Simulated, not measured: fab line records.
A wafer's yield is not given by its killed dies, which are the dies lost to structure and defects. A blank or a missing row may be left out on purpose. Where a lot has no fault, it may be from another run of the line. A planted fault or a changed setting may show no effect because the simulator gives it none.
Which tool is to blame? / flow sky130 / 11 lots with 33 wafers sampled at 5 steps, on a route of 708 steps

## WHAT EACH GAUGE READ, for each wafer
Not one reading of a measure or inspect step in the record can be checked against a usual standard deviation.

## WHICH TOOL RAN EACH LOT (tool, then ch and the chambers of the sampled wafers, then the start)
lot=L743; SKY_METAL1_STRIP_20=plasma-asher-04 ch 0,1, day 32 21:13; SKY_METAL2_SOFTBAKE_11=litho-track-01 ch 0, day 34 15:00; SKY_METAL2_ETCH_18=rie-metal-02 ch 0, day 35 05:53; SKY_METAL2_METAL_ETCH_19=rie-metal-02 ch 0, day 35 05:56; SKY_PAD_OPEN_PROBE_99=-
lot=L745; SKY_METAL1_STRIP_20=plasma-asher-03 ch 0,1, day 33 07:34; SKY_METAL2_SOFTBAKE_11=litho-track-03 ch 0, day 35 02:00; SKY_METAL2_ETCH_18=rie-metal-03 ch 1, day 35 14:50; SKY_METAL2_METAL_ETCH_19=rie-metal-03 ch 1, day 35 14:53; SKY_PAD_OPEN_PROBE_99=-
lot=L746; SKY_METAL1_STRIP_20=plasma-asher-02 ch 0,1, day 33 16:34; SKY_METAL2_SOFTBAKE_11=litho-track-03 ch 0, day 35 11:00; SKY_METAL2_ETCH_18=rie-metal-01 ch 0,1, day 35 23:16; SKY_METAL2_METAL_ETCH_19=rie-metal-01 ch 0,1, day 35 23:20; SKY_PAD_OPEN_PROBE_99=-
lot=L754; SKY_METAL1_STRIP_20=plasma-asher-03 ch 0,1, day 36 12:50; SKY_METAL2_SOFTBAKE_11=litho-track-03 ch 0, day 38 06:00; SKY_METAL2_ETCH_18=rie-metal-02 ch 0,1, day 38 19:47; SKY_METAL2_METAL_ETCH_19=rie-metal-02 ch 0,1, day 38 19:50; SKY_PAD_OPEN_PROBE_99=prober-02, day 48 15:12
lot=L755; SKY_METAL1_STRIP_20=plasma-asher-03 ch 0,1, day 36 16:16; SKY_METAL2_SOFTBAKE_11=litho-track-03 ch 0, day 38 09:00; SKY_METAL2_ETCH_18=rie-metal-02 ch 0,1, day 38 23:13; SKY_METAL2_METAL_ETCH_19=rie-metal-02 ch 0,1, day 38 23:17; SKY_PAD_OPEN_PROBE_99=prober-01, day 48 19:04
lot=L756; SKY_METAL1_STRIP_20=plasma-asher-03 ch 0,1, day 36 23:02; SKY_METAL2_SOFTBAKE_11=litho-track-03 ch 0, day 38 16:00; SKY_METAL2_ETCH_18=rie-metal-03 ch 0,1, day 39 05:08; SKY_METAL2_METAL_ETCH_19=rie-metal-03 ch 0,1, day 39 05:11; SKY_PAD_OPEN_PROBE_99=prober-02, day 48 22:51
lot=L758; SKY_METAL1_STRIP_20=plasma-asher-03 ch 0,1, day 37 16:33; SKY_METAL2_SOFTBAKE_11=litho-track-04 ch 0, day 39 08:00; SKY_METAL2_ETCH_18=rie-metal-02 ch 0,1, day 39 21:43; SKY_METAL2_METAL_ETCH_19=rie-metal-02 ch 0,1, day 39 21:47; SKY_PAD_OPEN_PROBE_99=-
lot=L760; SKY_METAL1_STRIP_20=plasma-asher-04 ch 0,1, day 38 06:40; SKY_METAL2_SOFTBAKE_11=litho-track-01 ch 0, day 39 22:00; SKY_METAL2_ETCH_18=rie-metal-02 ch 0,1, day 40 09:44; SKY_METAL2_METAL_ETCH_19=rie-metal-02 ch 0,1, day 40 09:47; SKY_PAD_OPEN_PROBE_99=prober-02, day 49 20:21
lot=L763; SKY_METAL1_STRIP_20=plasma-asher-04 ch 0,1, day 39 03:58; SKY_METAL2_SOFTBAKE_11=litho-track-01 ch 0, day 40 19:00; SKY_METAL2_ETCH_18=rie-metal-02 ch 0,1, day 41 07:41; SKY_METAL2_METAL_ETCH_19=rie-metal-02 ch 0,1, day 41 07:44; SKY_PAD_OPEN_PROBE_99=-
lot=L764; SKY_METAL1_STRIP_20=plasma-asher-02 ch 0,1, day 39 17:31; SKY_METAL2_SOFTBAKE_11=litho-track-01 ch 0, day 41 07:00; SKY_METAL2_ETCH_18=rie-metal-02 ch 0,1, day 41 20:36; SKY_METAL2_METAL_ETCH_19=rie-metal-02 ch 0,1, day 41 20:41; SKY_PAD_OPEN_PROBE_99=-
lot=L765; SKY_METAL1_STRIP_20=plasma-asher-03 ch 0,1, day 39 21:13; SKY_METAL2_SOFTBAKE_11=litho-track-01 ch 0, day 41 11:00; SKY_METAL2_ETCH_18=rie-metal-02 ch 1, day 41 23:35; SKY_METAL2_METAL_ETCH_19=rie-metal-02 ch 1, day 41 23:39; SKY_PAD_OPEN_PROBE_99=-
- SKY_METAL1_STRIP_20: strips in O2/N2.
- SKY_METAL2_SOFTBAKE_11: time 90 s.
- SKY_METAL2_ETCH_18: etches BARC in N2/H2, stops on SiO2, time 45.9 s, target depth 60 nm.
- SKY_METAL2_METAL_ETCH_19: etches the open film in Cl2/BCl3, stops on SiO2, target depth 360 nm, time 78 s.
- SKY_PAD_OPEN_PROBE_99

## WHAT THE TOOLS THEMSELVES READ (means of the sampled wafers that have a number; where no wafer has one, the mark that the record gives instead)
SKY_METAL1_STRIP_20. Usual: drypump-motor-current-A 5.80 A, standard deviation 0.27; oes-product-au 0.342 a.u., standard deviation 0.0051; strip-time-to-endpoint-s 2.70 s, standard deviation 0.039.
lot=L743; tool=plasma-asher-04; drypump-motor-current-A (A)=6.13; oes-product-au (a.u.)=0.347; strip-time-to-endpoint-s (s)=2.75; flag=
lot=L745; tool=plasma-asher-03; drypump-motor-current-A (A)=5.57; oes-product-au (a.u.)=0.343; strip-time-to-endpoint-s (s)=2.71; flag=
lot=L746; tool=plasma-asher-02; drypump-motor-current-A (A)=5.96; oes-product-au (a.u.)=0.343; strip-time-to-endpoint-s (s)=2.69; flag=
lot=L754; tool=plasma-asher-03; drypump-motor-current-A (A)=5.56; oes-product-au (a.u.)=0.347; strip-time-to-endpoint-s (s)=2.68; flag=
lot=L755; tool=plasma-asher-03; drypump-motor-current-A (A)=5.58; oes-product-au (a.u.)=0.342; strip-time-to-endpoint-s (s)=2.72; flag=
lot=L756; tool=plasma-asher-03; drypump-motor-current-A (A)=5.57; oes-product-au (a.u.)=0.341; strip-time-to-endpoint-s (s)=2.71; flag=
lot=L758; tool=plasma-asher-03; drypump-motor-current-A (A)=5.59; oes-product-au (a.u.)=0.341; strip-time-to-endpoint-s (s)=2.72; flag=
lot=L760; tool=plasma-asher-04; drypump-motor-current-A (A)=6.13; oes-product-au (a.u.)=0.338; strip-time-to-endpoint-s (s)=2.67; flag=
lot=L763; tool=plasma-asher-04; drypump-motor-current-A (A)=6.18; oes-product-au (a.u.)=0.344; strip-time-to-endpoint-s (s)=2.66; flag=
lot=L764; tool=plasma-asher-02; drypump-motor-current-A (A)=5.79; oes-product-au (a.u.)=0.346; strip-time-to-endpoint-s (s)=2.75; flag=
lot=L765; tool=plasma-asher-03; drypump-motor-current-A (A)=5.59; oes-product-au (a.u.)=0.341; strip-time-to-endpoint-s (s)=2.65; flag=

SKY_METAL2_SOFTBAKE_11. Usual: run-length-s at 119.08 s, with a standard deviation of 0.25.
lot=L743; tool=litho-track-01; run-length-s (s)=118.89; flag=
lot=L745; tool=litho-track-03; run-length-s (s)=119.10; flag=
lot=L746; tool=litho-track-03; run-length-s (s)=119.15; flag=
lot=L754; tool=litho-track-03; run-length-s (s)=123.05; flag=OFF
lot=L755; tool=litho-track-03; run-length-s (s)=123.08; flag=OFF
lot=L756; tool=litho-track-03; run-length-s (s)=123.13; flag=OFF
lot=L758; tool=litho-track-04; run-length-s (s)=119.35; flag=
lot=L760; tool=litho-track-01; run-length-s (s)=118.87; flag=
lot=L763; tool=litho-track-01; run-length-s (s)=118.81; flag=
lot=L764; tool=litho-track-01; run-length-s (s)=118.80; flag=
lot=L765; tool=litho-track-01; run-length-s (s)=118.86; flag=

SKY_METAL2_ETCH_18. Usual: drypump-motor-current-A 5.4 A, standard deviation 0.48; oes-product-au 0.855 a.u., standard deviation 0.0046; throttle-valve-pct 13.223 %, standard deviation 0.009.
lot=L743; tool=rie-metal-02; drypump-motor-current-A (A)=4.8; oes-product-au (a.u.)=0.857; throttle-valve-pct (%)=13.223; flag=
lot=L745; tool=rie-metal-03; drypump-motor-current-A (A)=5.0; oes-product-au (a.u.)=0.851; throttle-valve-pct (%)=13.225; flag=
lot=L746; tool=rie-metal-01; drypump-motor-current-A (A)=5.7; oes-product-au (a.u.)=0.856; throttle-valve-pct (%)=13.220; flag=
lot=L754; tool=rie-metal-02; drypump-motor-current-A (A)=5.1; oes-product-au (a.u.)=0.855; throttle-valve-pct (%)=13.219; flag=
lot=L755; tool=rie-metal-02; drypump-motor-current-A (A)=5.4; oes-product-au (a.u.)=0.854; throttle-valve-pct (%)=13.231; flag=
lot=L756; tool=rie-metal-03; drypump-motor-current-A (A)=5.7; oes-product-au (a.u.)=0.855; throttle-valve-pct (%)=13.224; flag=
lot=L758; tool=rie-metal-02; drypump-motor-current-A (A)=5.1; oes-product-au (a.u.)=0.853; throttle-valve-pct (%)=13.224; flag=
lot=L760; tool=rie-metal-02; drypump-motor-current-A (A)=5.4; oes-product-au (a.u.)=0.861; throttle-valve-pct (%)=13.226; flag=
lot=L763; tool=rie-metal-02; drypump-motor-current-A (A)=5.1; oes-product-au (a.u.)=0.856; throttle-valve-pct (%)=13.222; flag=
lot=L764; tool=rie-metal-02; drypump-motor-current-A (A)=5.1; oes-product-au (a.u.)=0.849; throttle-valve-pct (%)=13.221; flag=
lot=L765; tool=rie-metal-02; drypump-motor-current-A (A)=5.7; oes-product-au (a.u.)=0.860; throttle-valve-pct (%)=13.221; flag=

SKY_METAL2_METAL_ETCH_19. Usual: drypump-motor-current-A 5.4 A, standard deviation 0.48; oes-product-au 0.854 a.u., standard deviation 0.0061; throttle-valve-pct 22.263 %, standard deviation 0.0094.
lot=L743; tool=rie-metal-02; drypump-motor-current-A (A)=4.8; oes-product-au (a.u.)=0.856; throttle-valve-pct (%)=22.268; flag=
lot=L745; tool=rie-metal-03; drypump-motor-current-A (A)=5.0; oes-product-au (a.u.)=0.843; throttle-valve-pct (%)=22.261; flag=
lot=L746; tool=rie-metal-01; drypump-motor-current-A (A)=5.7; oes-product-au (a.u.)=0.849; throttle-valve-pct (%)=22.264; flag=
lot=L754; tool=rie-metal-02; drypump-motor-current-A (A)=5.1; oes-product-au (a.u.)=0.860; throttle-valve-pct (%)=22.264; flag=
lot=L755; tool=rie-metal-02; drypump-motor-current-A (A)=5.4; oes-product-au (a.u.)=0.855; throttle-valve-pct (%)=22.268; flag=
lot=L756; tool=rie-metal-03; drypump-motor-current-A (A)=5.7; oes-product-au (a.u.)=0.854; throttle-valve-pct (%)=22.263; flag=
lot=L758; tool=rie-metal-02; drypump-motor-current-A (A)=5.1; oes-product-au (a.u.)=0.862; throttle-valve-pct (%)=22.270; flag=
lot=L760; tool=rie-metal-02; drypump-motor-current-A (A)=5.4; oes-product-au (a.u.)=0.850; throttle-valve-pct (%)=22.257; flag=
lot=L763; tool=rie-metal-02; drypump-motor-current-A (A)=5.1; oes-product-au (a.u.)=0.851; throttle-valve-pct (%)=22.255; flag=
lot=L764; tool=rie-metal-02; drypump-motor-current-A (A)=5.1; oes-product-au (a.u.)=0.848; throttle-valve-pct (%)=22.269; flag=
lot=L765; tool=rie-metal-02; drypump-motor-current-A (A)=5.7; oes-product-au (a.u.)=0.854; throttle-valve-pct (%)=22.253; flag=

SKY_PAD_OPEN_PROBE_99. Usual: defect-limited-yield 82.4 %, standard deviation 1.8; killed_at_M0_to_M3 44, standard deviation 7.2; killed_at_M4_up 3.5, standard deviation 1.8; killed-at-contacts 25, standard deviation 5.1; killed-at-front-end 14, standard deviation 4.4; killed-at-other 0.4, standard deviation 0.58; killed-dies 87, standard deviation 9.1; killed-open 48, standard deviation 6.9; killed-short 38, standard deviation 6.3; sort_bin_3_pad_short 0.9 %, standard deviation 0.43; sort_bin_5_function 10.5 %, standard deviation 1.5; sort_bin_6_memory 6.3 %, standard deviation 1.1; sort-n-pass 405, standard deviation 9.1; sort-yield-pct 82.4 %, standard deviation 1.8.
lot=L754; tool=prober-02; defect-limited-yield (%)=82.3; killed_at_M0_to_M3=45; killed_at_M4_up=2.3; killed-at-contacts=29; killed-at-front-end=10; killed-at-other=0.3; killed-dies=87; killed-open=48; killed-short=39; sort_bin_3_pad_short (%)=0.7; sort_bin_5_function (%)=11.2; sort_bin_6_memory (%)=5.8; sort-n-pass=405; sort-yield-pct (%)=82.3; flag=
lot=L755; tool=prober-01; defect-limited-yield (%)=82.1; killed_at_M0_to_M3=43; killed_at_M4_up=3.7; killed-at-contacts=25; killed-at-front-end=15; killed-at-other=0.7; killed-dies=88; killed-open=46; killed-short=42; sort_bin_3_pad_short (%)=1.0; sort_bin_5_function (%)=10.3; sort_bin_6_memory (%)=6.6; sort-n-pass=404; sort-yield-pct (%)=82.1; flag=
lot=L756; tool=prober-02; defect-limited-yield (%)=83.4; killed_at_M0_to_M3=47; killed_at_M4_up=2.0; killed-at-contacts=21; killed-at-front-end=12; killed-at-other=0.3; killed-dies=82; killed-open=50; killed-short=31; sort_bin_3_pad_short (%)=0.9; sort_bin_5_function (%)=8.6; sort_bin_6_memory (%)=7.0; sort-n-pass=410; sort-yield-pct (%)=83.4; flag=
lot=L760; tool=prober-02; defect-limited-yield (%)=80.1; killed_at_M0_to_M3=46; killed_at_M4_up=3.0; killed-at-contacts=33; killed-at-front-end=15; killed-at-other=0.3; killed-dies=98; killed-open=58; killed-short=39; sort_bin_3_pad_short (%)=1.1; sort_bin_5_function (%)=11.8; sort_bin_6_memory (%)=7.0; sort-n-pass=394; sort-yield-pct (%)=80.1; flag=

## THE ANSWER, worked out from the rows above alone
Rule: lot off if the mean of its wafers having a number is beyond 3 standard deviations from the usual mean. A lot without any number at a reading at which 4 lots or more have one is off too. Where the step has rows for the other lots, those lots are counted as sound. Order of review: gauges by route order, followed by the tools' own readings, for which a lot's mean as printed above is used. At the first step where some lot is off, the reading lying furthest off is the one used; lots without a number count as furthest.
Off, at SKY_METAL2_SOFTBAKE_11 on run-length-s: L754, L755, L756.
A tool fits if, at that step or a process step before it, it ran every lot that is off, and no sound lot after the first of them. One fits: SKY_METAL2_SOFTBAKE_11 on litho-track-03. Its last sound lot is L746 (day 35 11:00), its first lot that is off L754 (day 38 06:00): a fault that began between those two fits.
The tool's own readings at SKY_METAL2_SOFTBAKE_11 bear it out: on the lots that are off they differ by more than 5 times the standard deviation of the sound lots' means. run-length-s reads 123.09 s there against 118.98 s on the sound lots.

## WHAT THE SIMULATOR PUT IN
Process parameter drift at SKY_METAL2_SOFTBAKE_11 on litho-track-03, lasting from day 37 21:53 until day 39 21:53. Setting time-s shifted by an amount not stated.
Struck lots among those shown: L754, L755, L756. The same result came from the rule above.
